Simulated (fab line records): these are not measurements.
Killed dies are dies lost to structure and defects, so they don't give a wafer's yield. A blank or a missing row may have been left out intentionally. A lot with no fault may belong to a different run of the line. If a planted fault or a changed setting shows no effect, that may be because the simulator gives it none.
What tool caused it? :: flow gf180mcu :: 12 lots with 36 wafers sampled at 5 steps, on a route of 602 steps

== WHAT EACH GAUGE READ, for each wafer ==
GF_M1_CD_MEAS_14: the cd target is 230 nm. Usual: cd-nm reads 229.9 nm (standard deviation 1.4).
lot: L346
measured: day 17 11:46
on: cd-sem-02
cd-nm (nm): 229.2 229.9 230.5
flag: 

lot: L347
measured: day 17 21:18
on: cd-sem-02
cd-nm (nm): 230.7 231.0 229.4
flag: 

lot: L352
measured: day 19 21:33
on: cd-sem-01
cd-nm (nm): 228.3 228.7 228.0
flag: 

lot: L358
measured: day 21 23:39
on: cd-sem-01
cd-nm (nm): 229.3 229.5 229.7
flag: 

lot: L359
measured: day 22 07:48
on: cd-sem-01
cd-nm (nm): 231.2 231.7 231.4
flag: 

lot: L360
measured: day 22 14:36
on: cd-sem-01
cd-nm (nm): 229.0 229.7 229.1
flag: 

lot: L362
measured: day 23 12:35
on: cd-sem-01
cd-nm (nm): 228.5 227.8 228.2
flag: 

lot: L363
measured: day 23 15:19
on: cd-sem-01
cd-nm (nm): 228.1 226.9 227.5
flag: 

lot: L364
measured: day 24 00:55
on: cd-sem-02
cd-nm (nm): 231.7 231.8 230.1
flag: 

lot: L365
measured: day 24 06:43
on: cd-sem-02
cd-nm (nm): 232.6 231.1 231.4
flag: 

lot: L366
measured: day 24 15:47
on: cd-sem-01
cd-nm (nm): 228.3 227.5 228.7
flag: 

lot: L367
measured: day 25 00:43
on: cd-sem-02
cd-nm (nm): 230.0 230.7 230.1
flag: 

GF_M2_RS_MEAS_05: measures by four-point-probe. Usual: M2_ALCU_RS typically reads 0.0696 ohm/sq, with standard deviation 0.0007.
lot: L346
measured: day 18 15:01
on: film-metro-02
M2_ALCU_RS (ohm/sq): 0.0692 0.0681 0.0689
flag: 

lot: L347
measured: day 19 00:14
on: film-metro-02
M2_ALCU_RS (ohm/sq): 0.0706 0.0695 0.0698
flag: 

lot: L352
measured: day 21 01:12
on: film-metro-02
M2_ALCU_RS (ohm/sq): 0.0689 0.0691 0.0693
flag: 

lot: L358
measured: day 23 01:53
on: film-metro-03
M2_ALCU_RS (ohm/sq): 0.0696 0.0711 0.0697 0.0696 0.0711 0.0696
flag: 

lot: L359
measured: day 23 10:12
on: film-metro-04
M2_ALCU_RS (ohm/sq): 0.0690 0.0692 0.0698 0.0689 0.0692 0.0698
flag: 

lot: L360
measured: day 23 16:19
on: film-metro-04
M2_ALCU_RS (ohm/sq): 0.0705 0.0693 0.0697 0.0706 0.0695 0.0697
flag: 

lot: L362
measured: day 24 13:45
on: film-metro-03
M2_ALCU_RS (ohm/sq): 0.0700 0.0686 0.0698
flag: 

lot: L363
measured: day 24 17:00
on: film-metro-03
M2_ALCU_RS (ohm/sq): 0.0702 0.0704 0.0692
flag: 

lot: L364
measured: day 25 02:30
on: film-metro-04
M2_ALCU_RS (ohm/sq): 0.0710 0.0707 0.0696
flag: 

lot: L365
measured: day 25 08:14
on: film-metro-03
M2_ALCU_RS (ohm/sq): 0.0698 0.0692 0.0691
flag: 

lot: L366
measured: day 25 16:43
on: film-metro-04
M2_ALCU_RS (ohm/sq): 0.0682 0.0698 0.0690
flag: 

lot: L367
measured: day 26 01:16
on: film-metro-02
M2_ALCU_RS (ohm/sq): 0.0700 0.0701 0.0708
flag: 

== WHICH TOOL RAN EACH LOT (tool, then ch and the chambers of the sampled wafers, then the start) ==
lot: L346
GF_V1_CVD_02: pecvd-01 ch 0,1,2, day 17 12:50
GF_V1_STRIP_18: plasma-asher-02 ch 0,1, day 18 13:32
GF_M2_SPUTTER_00: pvd-sputter-04, day 18 14:46

lot: L347
GF_V1_CVD_02: pecvd-04 ch 0,2, day 17 22:15
GF_V1_STRIP_18: plasma-asher-01 ch 0,1, day 18 22:38
GF_M2_SPUTTER_00: pvd-sputter-04, day 19 00:01

lot: L352
GF_V1_CVD_02: pecvd-03 ch 0,1,2, day 19 22:30
GF_V1_STRIP_18: plasma-asher-02 ch 0,1, day 20 23:41
GF_M2_SPUTTER_00: pvd-sputter-04, day 21 00:57

lot: L358
GF_V1_CVD_02: pecvd-01 ch 0,2, day 22 00:38
GF_V1_STRIP_18: plasma-asher-01 ch 0,1, day 23 00:26
GF_M2_SPUTTER_00: pvd-sputter-03, day 23 01:40

lot: L359
GF_V1_CVD_02: pecvd-01 ch 1,2, day 22 08:46
GF_V1_STRIP_18: plasma-asher-04 ch 0,1, day 23 08:38
GF_M2_SPUTTER_00: pvd-sputter-03, day 23 09:59

lot: L360
GF_V1_CVD_02: pecvd-03 ch 0,1,2, day 22 15:45
GF_V1_STRIP_18: plasma-asher-01 ch 0,1, day 23 14:44
GF_M2_SPUTTER_00: pvd-sputter-02, day 23 16:06

lot: L362
GF_V1_CVD_02: pecvd-01 ch 0,2, day 23 13:33
GF_V1_STRIP_18: plasma-asher-02 ch 0,1, day 24 12:17
GF_M2_SPUTTER_00: pvd-sputter-03, day 24 13:31

lot: L363
GF_V1_CVD_02: pecvd-04 ch 1,2, day 23 16:16
GF_V1_STRIP_18: plasma-asher-02 ch 0,1, day 24 15:32
GF_M2_SPUTTER_00: pvd-sputter-02, day 24 16:46

lot: L364
GF_V1_CVD_02: pecvd-01 ch 0,1,2, day 24 01:50
GF_V1_STRIP_18: plasma-asher-01 ch 0,1, day 25 01:01
GF_M2_SPUTTER_00: pvd-sputter-02, day 25 02:13

lot: L365
GF_V1_CVD_02: pecvd-03 ch 1,2, day 24 07:40
GF_V1_STRIP_18: plasma-asher-01 ch 0,1, day 25 06:47
GF_M2_SPUTTER_00: pvd-sputter-02, day 25 08:01

lot: L366
GF_V1_CVD_02: pecvd-03 ch 0,1,2, day 24 16:46
GF_V1_STRIP_18: plasma-asher-02 ch 0,1, day 25 15:11
GF_M2_SPUTTER_00: pvd-sputter-02, day 25 16:29

lot: L367
GF_V1_CVD_02: pecvd-03 ch 1,2, day 25 01:39
GF_V1_STRIP_18: plasma-asher-01 ch 0,1, day 25 23:47
GF_M2_SPUTTER_00: pvd-sputter-04, day 26 01:01
- GF_V1_CVD_02: deposits SiO2 from TEOS, target thk 850 nm, time 94.851 s.
- GF_V1_STRIP_18: strips in O2/N2.
- GF_M2_SPUTTER_00: material Ti, target thk 37.5 nm, time 150 s.

== WHAT THE TOOLS THEMSELVES READ (means of the sampled wafers that have a number; where no wafer has one, the mark that the record gives instead) ==
GF_V1_CVD_02. Usual: heater-power-w 645 W, standard deviation 130; rf-fwd-power-W 596.8 W, standard deviation 2.
lot: L346
tool: pecvd-01
heater-power-w (W): 628
rf-fwd-power-W (W): 597.4
flag: 

lot: L347
tool: pecvd-04
heater-power-w (W): 728
rf-fwd-power-W (W): 596.4
flag: 

lot: L352
tool: pecvd-03
heater-power-w (W): 650
rf-fwd-power-W (W): 596.5
flag: 

lot: L358
tool: pecvd-01
heater-power-w (W): 547
rf-fwd-power-W (W): 597.7
flag: 

lot: L359
tool: pecvd-01
heater-power-w (W): 718
rf-fwd-power-W (W): 596.5
flag: 

lot: L360
tool: pecvd-03
heater-power-w (W): 571
rf-fwd-power-W (W): 595.2
flag: 

lot: L362
tool: pecvd-01
heater-power-w (W): 530
rf-fwd-power-W (W): 596.4
flag: 

lot: L363
tool: pecvd-04
heater-power-w (W): 807
rf-fwd-power-W (W): 597.6
flag: 

lot: L364
tool: pecvd-01
heater-power-w (W): 602
rf-fwd-power-W (W): 597.2
flag: 

lot: L365
tool: pecvd-03
heater-power-w (W): 592
rf-fwd-power-W (W): 595.6
flag: 

lot: L366
tool: pecvd-03
heater-power-w (W): 643
rf-fwd-power-W (W): 598.4
flag: 

lot: L367
tool: pecvd-03
heater-power-w (W): 560
rf-fwd-power-W (W): 597.3
flag: 

GF_V1_STRIP_18. Usual: drypump-motor-current-A 5.9 A, standard deviation 0.39; heater-power-w 359 W, standard deviation 50; oes-product-au 0.593 a.u., standard deviation 0.0055.
lot: L346
tool: plasma-asher-02
drypump-motor-current-A (A): 5.8
heater-power-w (W): 359
oes-product-au (a.u.): 0.587
flag: 

lot: L347
tool: plasma-asher-01
drypump-motor-current-A (A): 5.8
heater-power-w (W): 386
oes-product-au (a.u.): 0.585
flag: 

lot: L352
tool: plasma-asher-02
drypump-motor-current-A (A): 5.8
heater-power-w (W): 363
oes-product-au (a.u.): 0.593
flag: 

lot: L358
tool: plasma-asher-01
drypump-motor-current-A (A): 5.8
heater-power-w (W): 374
oes-product-au (a.u.): 0.592
flag: 

lot: L359
tool: plasma-asher-04
drypump-motor-current-A (A): 6.4
heater-power-w (W): 397
oes-product-au (a.u.): 0.592
flag: 

lot: L360
tool: plasma-asher-01
drypump-motor-current-A (A): 5.7
heater-power-w (W): 373
oes-product-au (a.u.): 0.594
flag: 

lot: L362
tool: plasma-asher-02
drypump-motor-current-A (A): 6.1
heater-power-w (W): 319
oes-product-au (a.u.): 0.596
flag: 

lot: L363
tool: plasma-asher-02
drypump-motor-current-A (A): 5.8
heater-power-w (W): 357
oes-product-au (a.u.): 0.595
flag: 

lot: L364
tool: plasma-asher-01
drypump-motor-current-A (A): 5.7
heater-power-w (W): 377
oes-product-au (a.u.): 0.598
flag: 

lot: L365
tool: plasma-asher-01
drypump-motor-current-A (A): 5.7
heater-power-w (W): 370
oes-product-au (a.u.): 0.590
flag: 

lot: L366
tool: plasma-asher-02
drypump-motor-current-A (A): 5.8
heater-power-w (W): 362
oes-product-au (a.u.): 0.597
flag: 

lot: L367
tool: plasma-asher-01
drypump-motor-current-A (A): 5.8
heater-power-w (W): 380
oes-product-au (a.u.): 0.593
flag: 

GF_M2_SPUTTER_00. Usual: cathode-dc-power-W 4000.0 W, standard deviation 0.68; chamber-pressure-pa 2.000 Pa, standard deviation 0.0039; throttle-valve-pct 30.2 %, standard deviation 1.
lot: L346
tool: pvd-sputter-04
cathode-dc-power-W (W): 3999.9
chamber-pressure-pa (Pa): 1.999
throttle-valve-pct (%): 29.4
flag: 

lot: L347
tool: pvd-sputter-04
cathode-dc-power-W (W): 3999.6
chamber-pressure-pa (Pa): 1.995
throttle-valve-pct (%): 29.6
flag: 

lot: L352
tool: pvd-sputter-04
cathode-dc-power-W (W): 3999.7
chamber-pressure-pa (Pa): 2.000
throttle-valve-pct (%): 30.8
flag: 

lot: L358
tool: pvd-sputter-03
cathode-dc-power-W (W): -
chamber-pressure-pa (Pa): -
throttle-valve-pct (%): -
flag: OFF

lot: L359
tool: pvd-sputter-03
cathode-dc-power-W (W): -
chamber-pressure-pa (Pa): -
throttle-valve-pct (%): -
flag: OFF

lot: L360
tool: pvd-sputter-02
cathode-dc-power-W (W): -
chamber-pressure-pa (Pa): -
throttle-valve-pct (%): -
flag: OFF

lot: L362
tool: pvd-sputter-03
cathode-dc-power-W (W): 3999.9
chamber-pressure-pa (Pa): 1.999
throttle-valve-pct (%): 29.9
flag: 

lot: L363
tool: pvd-sputter-02
cathode-dc-power-W (W): 4000.5
chamber-pressure-pa (Pa): 2.002
throttle-valve-pct (%): 30.8
flag: 

lot: L364
tool: pvd-sputter-02
cathode-dc-power-W (W): 3999.6
chamber-pressure-pa (Pa): 1.999
throttle-valve-pct (%): 31.0
flag: 

lot: L365
tool: pvd-sputter-02
cathode-dc-power-W (W): 3999.3
chamber-pressure-pa (Pa): 2.000
throttle-valve-pct (%): 30.3
flag: 

lot: L366
tool: pvd-sputter-02
cathode-dc-power-W (W): 4000.1
chamber-pressure-pa (Pa): 1.999
throttle-valve-pct (%): 30.5
flag: 

lot: L367
tool: pvd-sputter-04
cathode-dc-power-W (W): 3999.9
chamber-pressure-pa (Pa): 1.996
throttle-valve-pct (%): 29.2
flag: 

== THE ANSWER, worked out from the rows above alone ==
Rule: take the mean of a lot's wafers that have a number; if it is more than 3 standard deviations from the usual mean, the lot is off. A lot without any number at a reading at which 4 lots or more have one is off too. Where the step has rows for the other lots, those lots are counted as sound. First the gauges in route order, then the tools' own readings, where a lot's mean is used as printed above. At the first step where some lot is off, the reading lying furthest off is the one used; lots without a number count as furthest.
Off: L358, L359, L360, at GF_M2_SPUTTER_00 (cathode-dc-power-W). Without a number there: L358, L359, L360.
A tool fits if, at that step or a process step before it, it ran every lot that is off, and no sound lot after the first of them. Of those tried, none fits.

== WHAT THE SIMULATOR HAD PUT IN ==
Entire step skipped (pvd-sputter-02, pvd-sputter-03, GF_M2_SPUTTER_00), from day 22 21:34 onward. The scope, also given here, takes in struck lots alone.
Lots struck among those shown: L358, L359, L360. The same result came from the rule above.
